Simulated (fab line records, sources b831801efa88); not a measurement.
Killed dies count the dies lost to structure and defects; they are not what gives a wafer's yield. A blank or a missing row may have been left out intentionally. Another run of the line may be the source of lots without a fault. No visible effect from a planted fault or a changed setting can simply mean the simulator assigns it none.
fab line records | flow gf180mcu
record: lots: 14 | wafers: 42 | lastDay: 34
route steps=602 shown M4@457
lots that met no fault: from a run of the same line without faults
startH: hours from the record's opening day to when the first of the lot's shown wafers began | waitH: hours elapsed since this lot's preceding step | " the same as in the row above | L1.1+2: one row covering several wafers at once | - no value present, or no start provided | * or withheld: withheld | < > ~ a bound
route shown NAME@n: NAME is a module with steps in the file, n the number in the route of the first one | usual: average and standard deviation across the fault-free wafers | same: alike in all rows | chamber/n: place in a boat | sites: each site's reading | _std_site: the standard deviation of these | _edge_site: outer sites' mean less inner sites' | radiusMm: for every site, how far away it sits from the centre of the wafer | mask NAME#n: copy n | behind: the most recent tool/chamber to have shaped the wafer | hold: the reason the lot was held/the length of the hold in hours/how it ended | device: transistor that didn't switch, given as n, p or np | end of line: tests run on the same wafers once the route is complete | a step with no rows: only its recipe | killed: dies lost to structure and defects at the first sort, not the wafer's yield | map: a wafer's dies, marking killed ones x, the rest . and places with no die _
set.NAME: the setting that was run; set.NAME@STEP: the one run at that earlier step | model.NAME: the simulator's own value behind a step, which no gauge read
the route's steps for a sample of lots (tables are steps, rows are wafers)
services: the hour from which a tool's chamber was out of use, counted from the record's first day as startH (under 0 if before that day), plus the number of hours and why
== steps ==
step: GF_M4_SPUTTER_01
recipe: material: TiN | targetThkNm: 30 | powerW: 6500 | timeS: 25 | chamberPressurePa: 0.4
usual: cathodeDcPowerW: 6499.9/1.2 | chamberPressurePa: 0.4000/0.00084 | throttleValvePct: 30.0/0.53
lot.wafer | tool          | chamber | startH | waitH | cathodeDcPowerW | chamberPressurePa | throttleValvePct
L342.1    | pvdSputter-01 | -       | 535.24 | 0.1   | 6499.6          | 0.3991            | 29.8
L342.2    | "             | -       | "      | "     | 6500.5          | 0.4019            | 30.1
L342.3    | "             | -       | "      | "     | 6498.9          | 0.4005            | 30.6
L343.1    | pvdSputter-04 | -       | 539.72 | 0.1   | 6500.0          | 0.4001            | 29.7
L343.3    | "             | -       | "      | "     | 6499.5          | 0.3998            | 29.6
L343.6    | "             | -       | "      | "     | 6502.6          | 0.4007            | 29.8
L345.2    | pvdSputter-01 | -       | 555.17 | 0.1   | 6499.1          | 0.3995            | 30.2
L345.3    | "             | -       | "      | "     | 6499.4          | 0.4001            | 29.6
L345.6    | "             | -       | "      | "     | 6500.4          | 0.3981            | 30.3
L346.3    | pvdSputter-02 | -       | 565.12 | 0.1   | 6500.4          | 0.4004            | 30.7
L346.5    | "             | -       | "      | "     | 6499.5          | 0.3999            | 29.2
L346.6    | "             | -       | "      | "     | 6498.0          | 0.3992            | 29.4
L347.3    | pvdSputter-04 | -       | 570.70 | 0.1   | 6499.4          | 0.3987            | 29.7
L347.4    | "             | -       | "      | "     | 6501.1          | 0.4006            | 31.2
L347.6    | "             | -       | "      | "     | 6499.0          | 0.4006            | 29.7
L349.3    | pvdSputter-04 | -       | 589.51 | 0.1   | 6499.2          | 0.3995            | 30.2
L349.4    | "             | -       | "      | "     | 6501.2          | 0.4002            | 29.5
L349.6    | "             | -       | "      | "     | 6499.0          | 0.4021            | 31.1
L350.1    | pvdSputter-04 | -       | 595.04 | 0.1   | 6500.5          | 0.3998            | 29.9
L350.2    | "             | -       | "      | "     | 6499.1          | 0.4004            | 29.9
L350.3    | "             | -       | "      | "     | 6500.4          | 0.4002            | 30.9
L352.1    | pvdSputter-02 | -       | 610.94 | 0.1   | 6497.3          | 0.4015            | 29.9
L352.5    | "             | -       | "      | "     | 6497.3          | 0.4010            | 29.8
L352.6    | "             | -       | "      | "     | 6499.6          | 0.3999            | 30.6
L354.2    | pvdSputter-04 | -       | 626.21 | 0.1   | 6500.2          | 0.4006            | 29.7
L354.4    | "             | -       | "      | "     | 6499.8          | 0.4000            | 29.8
L354.5    | "             | -       | "      | "     | 6499.9          | 0.3995            | 30.0
L355.3    | pvdSputter-04 | -       | 632.69 | 0.1   | 6497.8          | 0.4002            | 29.5
L355.4    | "             | -       | "      | "     | 6498.9          | 0.4001            | 29.5
L355.6    | "             | -       | "      | "     | 6500.4          | 0.3991            | 29.6
L361.4    | pvdSputter-04 | -       | 671.75 | 0.0   | 6501.6          | 0.4000            | 31.2
L361.5    | "             | -       | "      | "     | 6499.3          | 0.3996            | 29.5
L361.6    | "             | -       | "      | "     | 6503.0          | 0.3987            | 30.0
L362.1    | pvdSputter-01 | -       | 677.36 | 0.1   | 6497.5          | 0.3998            | 29.6
L362.3    | "             | -       | "      | "     | 6501.7          | 0.4006            | 30.1
L362.6    | "             | -       | "      | "     | 6499.0          | 0.3987            | 30.0
L363.1    | pvdSputter-01 | -       | 684.39 | 0.1   | 6500.0          | 0.3997            | 30.2
L363.3    | "             | -       | "      | "     | 6498.4          | 0.4010            | 29.3
L363.4    | "             | -       | "      | "     | 6498.5          | 0.4012            | 30.0
L364.1    | pvdSputter-04 | -       | 691.41 | 0.1   | 6499.5          | 0.4008            | 29.5
L364.2    | "             | -       | "      | "     | 6496.5          | 0.3992            | 30.3
L364.5    | "             | -       | "      | "     | 6500.3          | 0.4014            | 29.8
step: GF_M4_SPUTTER_04
recipe: material: TiN | targetThkNm: 50 | powerW: 6500 | timeS: 40.72 | chamberPressurePa: 0.4
usual: cathodeDcPowerW: 6500.0/1.2 | chamberPressurePa: 0.4000/0.00075 | throttleValvePct: 30.0/0.54
lot.wafer | tool          | chamber | startH | waitH | cathodeDcPowerW | chamberPressurePa | throttleValvePct
L342.1    | pvdSputter-01 | -       | 535.32 | 0.0   | 6501.7          | 0.4004            | 29.3
L342.2    | "             | -       | "      | "     | 6500.1          | 0.3998            | 30.0
L342.3    | "             | -       | "      | "     | 6500.2          | 0.4004            | 30.3
L343.1    | pvdSputter-04 | -       | 539.80 | 0.0   | 6499.2          | 0.3984            | 29.5
L343.3    | "             | -       | "      | "     | 6499.8          | 0.3999            | 29.6
L343.6    | "             | -       | "      | "     | 6500.8          | 0.3991            | 29.5
L345.2    | pvdSputter-01 | -       | 555.26 | 0.0   | 6500.2          | 0.4003            | 30.1
L345.3    | "             | -       | "      | "     | 6498.5          | 0.3990            | 29.5
L345.6    | "             | -       | "      | "     | 6498.5          | 0.4001            | 30.1
L346.3    | pvdSputter-02 | -       | 565.20 | 0.0   | 6500.2          | 0.4004            | 30.7
L346.5    | "             | -       | "      | "     | 6499.6          | 0.4003            | 29.4
L346.6    | "             | -       | "      | "     | 6498.1          | 0.3999            | 29.6
L347.3    | pvdSputter-04 | -       | 570.78 | 0.0   | 6501.9          | 0.4008            | 29.6
L347.4    | "             | -       | "      | "     | 6499.1          | 0.3998            | 30.8
L347.6    | "             | -       | "      | "     | 6498.2          | 0.4012            | 29.6
L349.3    | pvdSputter-04 | -       | 589.59 | 0.0   | 6499.3          | 0.4004            | 30.0
L349.4    | "             | -       | "      | "     | 6499.0          | 0.4003            | 29.6
L349.6    | "             | -       | "      | "     | 6497.8          | 0.4007            | 31.1
L350.1    | pvdSputter-04 | -       | 595.12 | 0.0   | 6501.3          | 0.3997            | 30.2
L350.2    | "             | -       | "      | "     | 6500.7          | 0.4004            | 29.9
L350.3    | "             | -       | "      | "     | 6499.8          | 0.3999            | 31.3
L352.1    | pvdSputter-02 | -       | 611.02 | 0.0   | 6502.2          | 0.4006            | 30.2
L352.5    | "             | -       | "      | "     | 6499.5          | 0.4001            | 30.0
L352.6    | "             | -       | "      | "     | 6502.0          | 0.4006            | 30.6
L354.2    | pvdSputter-04 | -       | 626.29 | 0.0   | 6500.2          | 0.4000            | 29.6
L354.4    | "             | -       | "      | "     | 6498.1          | 0.3991            | 30.4
L354.5    | "             | -       | "      | "     | 6500.8          | 0.3994            | 30.2
L355.3    | pvdSputter-04 | -       | 632.77 | 0.0   | 6501.5          | 0.3999            | 29.9
L355.4    | "             | -       | "      | "     | 6500.9          | 0.4006            | 30.0
L355.6    | "             | -       | "      | "     | 6499.8          | 0.3998            | 29.7
L361.4    | pvdSputter-04 | -       | 671.84 | 0.0   | -               | -                 | -
L361.5    | "             | -       | "      | "     | -               | -                 | -
L361.6    | "             | -       | "      | "     | -               | -                 | -
L362.1    | pvdSputter-01 | -       | 677.44 | 0.0   | -               | -                 | -
L362.3    | "             | -       | "      | "     | -               | -                 | -
L362.6    | "             | -       | "      | "     | -               | -                 | -
L363.1    | pvdSputter-01 | -       | 684.47 | 0.0   | 6499.6          | 0.4003            | 30.4
L363.3    | "             | -       | "      | "     | 6498.8          | 0.4001            | 29.7
L363.4    | "             | -       | "      | "     | 6500.8          | 0.3991            | 30.1
L364.1    | pvdSputter-04 | -       | 691.49 | 0.0   | 6500.7          | 0.3993            | 29.6
L364.2    | "             | -       | "      | "     | 6499.8          | 0.4010            | 29.8
L364.5    | "             | -       | "      | "     | 6500.9          | 0.3991            | 29.6
step: GF_M4_THK_MEAS_06
recipe: thkMeasGauge: xrf | reads: AlCu_of_M4_SPUTTER_02
usual: M4_ALCU_THK: 451/6.2
lot.wafer | tool         | chamber | startH | waitH | M4_ALCU_THK[nm]
L342.1    | filmMetro-02 | -       | 535.48 | 0.1   | 456
L342.2    | "            | -       | "      | "     | 443
L342.3    | "            | -       | "      | "     | 448
L343.1    | filmMetro-01 | -       | 539.96 | 0.1   | 449
L343.3    | "            | -       | "      | "     | 453
L343.6    | "            | -       | "      | "     | 447
L345.2    | filmMetro-01 | -       | 555.43 | 0.1   | 448
L345.3    | "            | -       | "      | "     | 445
L345.6    | "            | -       | "      | "     | 445
L346.3    | filmMetro-02 | -       | 565.38 | 0.1   | 448
L346.5    | "            | -       | "      | "     | 445
L346.6    | "            | -       | "      | "     | 454
L347.3    | filmMetro-02 | -       | 570.96 | 0.1   | 463
L347.4    | "            | -       | "      | "     | 461
L347.6    | "            | -       | "      | "     | 458
L349.3    | filmMetro-01 | -       | 589.77 | 0.1   | 450
L349.4    | "            | -       | "      | "     | 447
L349.6    | "            | -       | "      | "     | 450
L350.1    | filmMetro-03 | -       | 595.28 | 0.1   | 453
L350.2    | "            | -       | "      | "     | 446
L350.3    | "            | -       | "      | "     | 450
L352.1    | filmMetro-01 | -       | 611.18 | 0.1   | 449
L352.5    | "            | -       | "      | "     | 449
L352.6    | "            | -       | "      | "     | 455
L354.2    | filmMetro-03 | -       | 626.46 | 0.1   | 447
L354.4    | "            | -       | "      | "     | 451
L354.5    | "            | -       | "      | "     | 455
L355.3    | filmMetro-02 | -       | 632.95 | 0.1   | 457
L355.4    | "            | -       | "      | "     | 452
L355.6    | "            | -       | "      | "     | 463
L361.4    | filmMetro-02 | -       | 672.01 | 0.1   | 506
L361.5    | "            | -       | "      | "     | 504
L361.6    | "            | -       | "      | "     | 506
L362.1    | filmMetro-02 | -       | 677.60 | 0.1   | 503
L362.3    | "            | -       | "      | "     | 498
L362.6    | "            | -       | "      | "     | 503
L363.1    | filmMetro-03 | -       | 684.63 | 0.1   | 445
L363.3    | "            | -       | "      | "     | 452
L363.4    | "            | -       | "      | "     | 442
L364.1    | filmMetro-01 | -       | 691.65 | 0.1   | 446
L364.2    | "            | -       | "      | "     | 465
L364.5    | "            | -       | "      | "     | 451
step: GF_M4_OVL_MEAS_15
usual: M4_OVL: 3/5.7
lot.wafer | tool       | chamber | startH | waitH | M4_OVL[nm]
L342.1    | overlay-02 | -       | 557.84 | 0.1   | 1
L342.2    | "          | -       | "      | "     | 3
L342.3    | "          | -       | "      | "     | -2
L343.1    | overlay-01 | -       | 561.98 | 0.1   | 8
L343.3    | "          | -       | "      | "     | 13
L343.6    | "          | -       | "      | "     | 7
L345.2    | overlay-01 | -       | 576.98 | 0.1   | 8
L345.3    | "          | -       | "      | "     | 14
L345.6    | "          | -       | "      | "     | 16
L346.3    | overlay-01 | -       | 586.23 | 0.1   | 7
L346.5    | "          | -       | "      | "     | 4
L346.6    | "          | -       | "      | "     | 11
L347.3    | overlay-02 | -       | 592.60 | 0.1   | 2
L347.4    | "          | -       | "      | "     | 5
L347.6    | "          | -       | "      | "     | -3
L349.3    | overlay-02 | -       | 610.40 | 0.1   | 7
L349.4    | "          | -       | "      | "     | 8
L349.6    | "          | -       | "      | "     | 13
L350.1    | overlay-01 | -       | 616.54 | 0.1   | 3
L350.2    | "          | -       | "      | "     | 4
L350.3    | "          | -       | "      | "     | -1
L352.1    | overlay-01 | -       | 631.53 | 0.1   | 7
L352.5    | "          | -       | "      | "     | -2
L352.6    | "          | -       | "      | "     | -3
L354.2    | overlay-02 | -       | 646.78 | 0.1   | -4
L354.4    | "          | -       | "      | "     | -7
L354.5    | "          | -       | "      | "     | -7
L355.3    | overlay-01 | -       | 652.84 | 0.1   | -2
L355.4    | "          | -       | "      | "     | -1
L355.6    | "          | -       | "      | "     | 6
L361.4    | overlay-02 | -       | 691.05 | 0.1   | -4
L361.5    | "          | -       | "      | "     | -1
L361.6    | "          | -       | "      | "     | -3
L362.1    | overlay-01 | -       | 697.02 | 0.1   | 9
L362.3    | "          | -       | "      | "     | 10
L362.6    | "          | -       | "      | "     | 12
L363.1    | overlay-02 | -       | 702.99 | 0.1   | -2
L363.3    | "          | -       | "      | "     | 6
L363.4    | "          | -       | "      | "     | -1
L364.1    | overlay-02 | -       | 710.54 | 0.1   | 11
L364.2    | "          | -       | "      | "     | 3
L364.5    | "          | -       | "      | "     | 10
step: GF_M4_METAL_ETCH_16
recipe: chemistry: Cl2/BCl3 | maskMaterial: KrF | targetDepthNm: 627.5 | stopOn: SiO2 | pressureMtorr: 8 | icpW: 800 | biasW: 140 | Cl2_flow_sccm: 80 | bcl3FlowSccm: 40 | timeS: 104.6
usual: bcl3FlowSccm: 40.00/0.14 | chamberPressureMTorr: 8.001/0.0071 | drypumpMotorCurrentA: 5.6/0.42 | oesProductAu: 0.970/0.0068 | throttleValvePct: 28.251/0.011
lot.wafer | tool        | chamber | startH | waitH | bcl3FlowSccm | chamberPressureMTorr | drypumpMotorCurrentA | oesProductAu | rfHoursCounterH | throttleValvePct
L342.1    | rieMetal-01 | 1       | 557.88 | 0.0   | 39.86        | 8.001                | 6.3                  | 0.973        | 7               | 28.248
L342.2    | "           | 0       | "      | "     | 40.04        | 7.992                | 5.3                  | 0.966        | 8               | 28.252
L342.3    | "           | 0       | "      | "     | 40.04        | 7.998                | 5.3                  | 0.963        | -               | 28.255
L343.1    | rieMetal-04 | 1       | 562.01 | 0.0   | 40.16        | 8.000                | 5.2                  | 0.981        | 2               | 28.260
L343.3    | "           | 0       | "      | "     | 39.80        | 8.010                | 5.6                  | 0.967        | -               | 28.257
L343.6    | "           | 0       | "      | "     | 40.00        | 8.006                | 5.6                  | 0.967        | -               | 28.257
L345.2    | rieMetal-01 | 0       | 577.01 | 0.0   | 39.92        | 8.004                | 5.3                  | 0.975        | 9               | 28.271
L345.3    | "           | 0       | "      | "     | 40.06        | 7.998                | 5.3                  | 0.962        | -               | 28.257
L345.6    | "           | 0       | "      | "     | 39.88        | 7.984                | 5.3                  | 0.967        | -               | 28.258
L346.3    | rieMetal-02 | 0       | 586.29 | 0.1   | 40.05        | 7.998                | 5.7                  | 0.967        | -               | 28.260
L346.5    | "           | 1       | "      | "     | 39.93        | 7.992                | 5.6                  | 0.955        | -               | 28.259
L346.6    | "           | 0       | "      | "     | 40.08        | 7.995                | 5.7                  | 0.972        | -               | 28.251
L347.3    | rieMetal-02 | 1       | 592.66 | 0.1   | 40.21        | 7.988                | 5.6                  | 0.978        | -               | 28.253
L347.4    | "           | 0       | "      | "     | 39.97        | 8.012                | 5.6                  | 0.979        | -               | 28.252
L347.6    | "           | 1       | "      | "     | 40.14        | 8.008                | 5.6                  | 0.970        | -               | 28.251
L349.3    | rieMetal-04 | 0       | 610.46 | 0.1   | 39.87        | 8.005                | 5.6                  | 0.972        | -               | 28.265
L349.4    | "           | 1       | "      | "     | 39.86        | 7.996                | 5.2                  | 0.961        | -               | 28.265
L349.6    | "           | 1       | "      | "     | 39.91        | 7.997                | 5.2                  | 0.962        | -               | 28.261
L350.1    | rieMetal-04 | 1       | 616.57 | 0.0   | 40.20        | 8.008                | 5.2                  | 0.979        | 3               | 28.265
L350.2    | "           | 0       | "      | "     | 40.09        | 8.007                | 5.6                  | 0.963        | 5               | 28.253
L350.3    | "           | 1       | "      | "     | 40.06        | 7.996                | 5.2                  | 0.971        | -               | 28.261
L352.1    | rieMetal-01 | 1       | 631.56 | 0.0   | 39.72        | 8.009                | 6.4                  | 0.978        | 9               | 28.264
L352.5    | "           | 0       | "      | "     | 39.91        | 7.999                | 5.4                  | 0.972        | -               | 28.252
L352.6    | "           | 1       | "      | "     | 39.91        | 7.992                | 6.3                  | 0.969        | -               | 28.250
L354.2    | rieMetal-04 | 1       | 646.81 | 0.0   | 40.10        | 7.990                | 5.2                  | 0.975        | 4               | 28.245
L354.4    | "           | 1       | "      | "     | 40.21        | 8.005                | 5.2                  | 0.979        | -               | 28.251
L354.5    | "           | 0       | "      | "     | 39.83        | 7.997                | 5.6                  | 0.976        | -               | 28.243
L355.3    | rieMetal-04 | 0       | 652.90 | 0.1   | 40.20        | 8.012                | 5.6                  | 0.970        | -               | 28.258
L355.4    | "           | 1       | "      | "     | 39.75        | 7.999                | 5.2                  | 0.972        | -               | 28.261
L355.6    | "           | 0       | "      | "     | 40.23        | 8.002                | 5.6                  | 0.982        | -               | 28.244
L361.4    | rieMetal-02 | 1       | 691.10 | 0.0   | 40.07        | 7.999                | 5.6                  | 0.991        | -               | 28.217
L361.5    | "           | 0       | "      | "     | 39.81        | 7.998                | 5.7                  | 0.992        | -               | 28.213
L361.6    | "           | 1       | "      | "     | 40.09        | 8.006                | 5.6                  | 0.994        | -               | 28.229
L362.1    | rieMetal-01 | 1       | 697.05 | 0.0   | 39.94        | 7.998                | 6.4                  | 0.989        | 12              | 28.222
L362.3    | "           | 1       | "      | "     | 39.89        | 7.997                | 6.4                  | 0.992        | -               | 28.237
L362.6    | "           | 1       | "      | "     | 39.84        | 7.994                | 6.3                  | 0.993        | -               | 28.227
L363.1    | rieMetal-02 | 0       | 703.02 | 0.0   | 39.98        | 8.013                | 5.6                  | 0.966        | 2               | 28.267
L363.3    | "           | 0       | "      | "     | 40.05        | 8.001                | 5.6                  | 0.973        | -               | 28.247
L363.4    | "           | 1       | "      | "     | 39.85        | 8.000                | 5.6                  | 0.960        | -               | 28.277
L364.1    | rieMetal-04 | 0       | 710.57 | 0.0   | 40.06        | 7.996                | 5.6                  | 0.960        | 8               | 28.252
L364.2    | "           | 1       | "      | "     | 40.18        | 8.009                | 5.2                  | 0.972        | 6               | 28.260
L364.5    | "           | 0       | "      | "     | 40.07        | 7.992                | 5.6                  | 0.969        | -               | 28.247
== services ==
tool          | chamber | startH | hours | kind
pvdSputter-01 | -       | 524.12 | 5.0   | repair
pvdSputter-02 | -       | 550.65 | 3.0   | repair
pvdSputter-01 | 3       | 562.64 | -     | consumableReplace:kit
pvdSputter-01 | 3       | 562.64 | 18.0  | scheduledDown
pvdSputter-01 | 3       | 562.64 | 18.0  | ventCycle
pvdSputter-04 | -       | 572.64 | 8.5   | repair
pvdSputter-02 | -       | 576.99 | 2.1   | repair
rieMetal-04   | -       | 597.06 | 1.2   | repair
pvdSputter-02 | -       | 617.85 | 9.5   | repair
rieMetal-02   | 0       | 621.60 | -     | clean
rieMetal-02   | 0       | 621.60 | 18.8  | scheduledDown
rieMetal-02   | 0       | 621.60 | 18.8  | ventCycle
rieMetal-04   | 0       | 658.37 | 2.4   | repair
pvdSputter-04 | 3       | 667.19 | -     | consumableReplace:kit
pvdSputter-04 | 3       | 667.19 | 18.0  | scheduledDown
pvdSputter-04 | 3       | 667.19 | 18.0  | ventCycle
rieMetal-01   | 0       | 680.83 | 45.6  | repair
rieMetal-04   | 1       | 696.82 | 2.1   | repair
pvdSputter-01 | 2       | 701.29 | -     | consumableReplace:kit
pvdSputter-01 | 2       | 701.29 | 18.0  | scheduledDown
pvdSputter-01 | 2       | 701.29 | 18.0  | ventCycle
== key ==
firstSign: step: GF_M4_SPUTTER_04 | reading: toolRecord | direction: missing
effect: step: GF_M4_THK_MEAS_06 | reading: M4_ALCU_THK | direction: up | sigmas: 8.4 | usual: 451 | struck: 503
effect: step: GF_M4_METAL_ETCH_16 | reading: oesProductAu | direction: up | sigmas: 3.3 | usual: 0.970 | struck: 0.992
metAt GF_M4_SPUTTER_04
struckLots L361,L362
laterRowsLeftOut L361.4,L361.5,L361.6,L362.1,L362.3,L362.6
sortLeftOut L361.4,L361.5,L361.6,L362.1,L362.3,L362.6
notActingAt GF_M4_SPUTTER_01,GF_M4_OVL_MEAS_15
onsetBetween 632.77 671.84
fault: kind: skippedStepWhole | tool: pvdSputter-01,pvdSputter-04 | chamber: - | onsetH: 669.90 | steps: GF_M4_SPUTTER_04 | scope: struckLotsOnly
sortLeftOut: the simulated sort isn't trusted on such a fault, so these wafers' sort isn't shown, and their yield isn't known
laterRowsLeftOut: the simulator's readings of these wafers behind a module that went badly wrong aren't trusted and aren't shown, but for the sort
